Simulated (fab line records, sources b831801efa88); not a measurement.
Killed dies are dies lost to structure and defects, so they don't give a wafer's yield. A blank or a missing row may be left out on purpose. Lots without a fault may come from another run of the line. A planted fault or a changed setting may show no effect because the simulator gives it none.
Chamber matching | flow gf180mcu | GF_V4_ETCH_16 on rie_diel-01: 4 sister chambers
The step etches BARC in N2/H2. 8 wafers are shown with their chamber, then 10 later ones without.

WAFERS WITH THEIR CHAMBER
wafer  | chamber | drypump_motor_current_A (A) | oes_product_au (a.u.)
L077.2 | 2       | 5.4                         | 0.857
L079.4 | 3       | 5.8                         | 0.847
L080.2 | 3       | 5.8                         | 0.854
L085.3 | 2       | 5.4                         | 0.855
L088.5 | 0       | 5.8                         | 0.855
L088.6 | 1       | 5.6                         | 0.855
L090.1 | 0       | 5.7                         | 0.854
L090.5 | 1       | 5.6                         | 0.862

WAFERS WITHOUT THEIR CHAMBER
wafer  | drypump_motor_current_A (A) | oes_product_au (a.u.)
L090.6 | 5.8                         | 0.863
L094.1 | 5.5                         | 0.861
L094.2 | 5.6                         | 0.855
L094.6 | 5.6                         | 0.855
L095.2 | 5.5                         | 0.852
L095.3 | 5.6                         | 0.855
L095.4 | 5.8                         | 0.856
L096.3 | 5.8                         | 0.851
L096.5 | 5.8                         | 0.855
L096.6 | 5.4                         | 0.857

WHICH CHAMBER EACH WENT THROUGH
wafer  | from the rows above     | in truth
L090.6 | can't be placed: 0 or 3 | 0
L094.1 | can't be placed: 1 or 2 | 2
L094.2 | 1                       | 1
L094.6 | 1                       | 1
L095.2 | can't be placed: 2 or 1 | 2
L095.3 | 1                       | 1
L095.4 | can't be placed: 0 or 3 | 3
L096.3 | can't be placed: 3 or 0 | 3
L096.5 | can't be placed: 3 or 0 | 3
L096.6 | 2                       | 2
Placed correctly: 4 of 10. Can't be placed from these rows: 6 (the true chamber is among the candidates in 6). Placed wrongly: 0.
How it was worked out, from the rows above alone: a wafer's distance from a chamber is the root of the sum, over the readings, of the square of ((its reading less the chamber's mean) divided by the reading's scatter). The wafer belongs to the nearest chamber; if the next one is less than 2 further off, it can't be placed. A chamber's mean is the mean of its shown wafers. The scatter: the root of (the sum of the squares of (reading less its chamber's mean) over the shown wafers, divided by (wafers less chambers)).
